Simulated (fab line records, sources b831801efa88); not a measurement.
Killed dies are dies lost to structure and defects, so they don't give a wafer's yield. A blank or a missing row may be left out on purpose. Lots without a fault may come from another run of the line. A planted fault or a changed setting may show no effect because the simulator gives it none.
Which tool did it? | flow sky130 | 12 lots, 36 wafers sampled, at 3 steps of a route of 708

WHAT THE GAUGES READ, wafer by wafer
SKY_VT_ADJUST_NCORE_TW_MEAS_11. Usual: VT_ADJUST_NCORE_TW 215.9, standard deviation 1.6.
lot  | measured     | on            | VT_ADJUST_NCORE_TW | flag
L399 | day 9 00:58  | film_metro-04 | 218.0 218.1 217.1  |
L401 | day 9 18:08  | film_metro-04 | 217.0 216.4 217.7  |
L402 | day 9 19:15  | film_metro-02 | 215.2 215.5 216.2  |
L404 | day 10 08:37 | film_metro-02 | 214.1 215.9 213.3  |
L403 | day 10 09:57 | film_metro-04 | 217.5 217.7 217.7  |
L408 | day 11 16:22 | film_metro-02 | 213.8 213.9 214.0  |
L410 | day 12 13:41 | film_metro-04 | 217.1 218.0 215.9  |
L409 | day 12 14:30 | film_metro-02 | 215.9 215.7 214.7  |
L412 | day 12 23:34 | film_metro-03 | 216.4 216.7 216.3  |
L411 | day 12 23:53 | film_metro-03 | 214.9 215.5 215.1  |
L413 | day 13 05:56 | film_metro-02 | 212.6 213.8 214.0  |
L421 | day 14 23:11 | film_metro-03 | 215.9 215.7 214.8  |

SKY_VT_ADJUST_HVTR_TW_MEAS_11. Usual: VT_ADJUST_HVTR_TW 208.5, standard deviation 1.2.
lot  | measured     | on            | VT_ADJUST_HVTR_TW | flag
L399 | day 9 22:05  | film_metro-03 | 208.5 208.4 207.8 |
L401 | day 10 17:19 | film_metro-04 | 209.2 209.5 207.9 |
L402 | day 10 18:10 | film_metro-04 | 208.9 209.3 210.6 |
L404 | day 11 08:17 | film_metro-01 | 209.1 208.4 209.6 |
L403 | day 11 09:39 | film_metro-03 | 208.1 208.3 208.5 |
L408 | day 12 17:31 | film_metro-01 | 206.6 205.7 206.9 |
L410 | day 13 14:49 | film_metro-03 | 206.7 207.6 207.3 |
L409 | day 13 15:36 | film_metro-01 | 209.1 207.8 210.4 |
L412 | day 14 01:07 | film_metro-03 | 147.0 147.2 147.5 | OFF
L411 | day 14 01:19 | film_metro-01 | 208.9 210.2 208.5 |
L413 | day 14 07:48 | film_metro-04 | 147.6 147.9 148.0 | OFF
L421 | day 16 03:05 | film_metro-03 | 209.0 207.9 208.4 |

WHICH TOOL RAN EACH LOT (tool, then ch and the chambers of the sampled wafers, then the start)
lot  | SKY_VT_ADJUST_HVTR_IMPLANT_09
L399 | implanter-02 ch 0, day 9 21:50
L401 | implanter-01 ch 0, day 10 17:04
L402 | implanter-02 ch 0, day 10 17:58
L404 | implanter-04 ch 0, day 11 08:02
L403 | implanter-04 ch 0, day 11 09:25
L408 | implanter-04 ch 0, day 12 17:17
L410 | implanter-04 ch 0, day 13 14:35
L409 | implanter-04 ch 0, day 13 15:22
L412 | implanter-04 ch 0, day 14 00:52
L411 | implanter-02 ch 0, day 14 01:05
L413 | implanter-04 ch 0, day 14 07:34
L421 | implanter-02 ch 0, day 16 02:50
- SKY_VT_ADJUST_HVTR_IMPLANT_09

WHAT THE TOOLS THEMSELVES READ (means of the sampled wafers that have a number; where no wafer has one, the mark that the record gives instead)
SKY_VT_ADJUST_HVTR_IMPLANT_09. Usual: dose_ions_cm2 2.1e+12, standard deviation 2.2e+09; faraday_current_uA 11.87, standard deviation 0.25.
lot  | tool         | dose_ions_cm2 | faraday_current_uA | flag
L399 | implanter-02 | 2.1e+12       | 11.85              |
L401 | implanter-01 | 2.1e+12       | 11.80              |
L402 | implanter-02 | 2.1e+12       | 12.08              |
L404 | implanter-04 | 2.1e+12       | 11.97              |
L403 | implanter-04 | 2.1e+12       | 11.93              |
L408 | implanter-04 | 2.1e+12       | 12.09              |
L410 | implanter-04 | 2.1e+12       | 11.80              |
L409 | implanter-04 | 2.1e+12       | 11.96              |
L412 | implanter-04 | 5.9e+11       | 3.31               | OFF
L411 | implanter-02 | 2.1e+12       | 11.80              |
L413 | implanter-04 | 6.0e+11       | 3.35               | OFF
L421 | implanter-02 | 2.1e+12       | 11.81              |

THE ANSWER, worked out from the rows above alone
Rule: a lot is off if the mean of its wafers that have a number lies more than 3 standard deviations from the usual mean. A lot without any number at a reading at which 4 lots or more have one is off too. The other lots that the step has rows for count as sound. The gauges are gone through in route order, then the tools' own readings, and for those a lot's mean is taken as printed above. The first step at which some lot is off is used, and at that step the reading that is off furthest; a lot without a number counts as furthest.
Off: L412, L413, at SKY_VT_ADJUST_HVTR_TW_MEAS_11 (VT_ADJUST_HVTR_TW).
A tool fits if, at a process step before that reading, it ran every lot that is off, and no sound lot after the first of them. The gauges at SKY_VT_ADJUST_HVTR_TW_MEAS_11 aren't tried: what is off there is off at SKY_VT_ADJUST_HVTR_IMPLANT_09 too, on other tools, and a gauge's error can't cause that. One fits: implanter-04 at SKY_VT_ADJUST_HVTR_IMPLANT_09. Its last sound lot is L409 (day 13 15:22), its first lot that is off L412 (day 14 00:52): a fault that began between those two fits.
The tool's own readings at SKY_VT_ADJUST_HVTR_IMPLANT_09 bear it out: on the lots that are off they differ by more than 5 times the standard deviation of the sound lots' means. dose_ions_cm2 reads 6.0e+11 there against 2.1e+12 on the sound lots; faraday_current_uA reads 3.33 there against 11.91 on the sound lots.

WHAT THE SIMULATOR HAD PUT IN
Process parameter drift: implanter-04, from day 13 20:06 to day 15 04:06, at SKY_VT_ADJUST_HVTR_IMPLANT_09. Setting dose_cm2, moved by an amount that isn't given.
Lots struck among those shown: L412, L413. The rule above found the same.
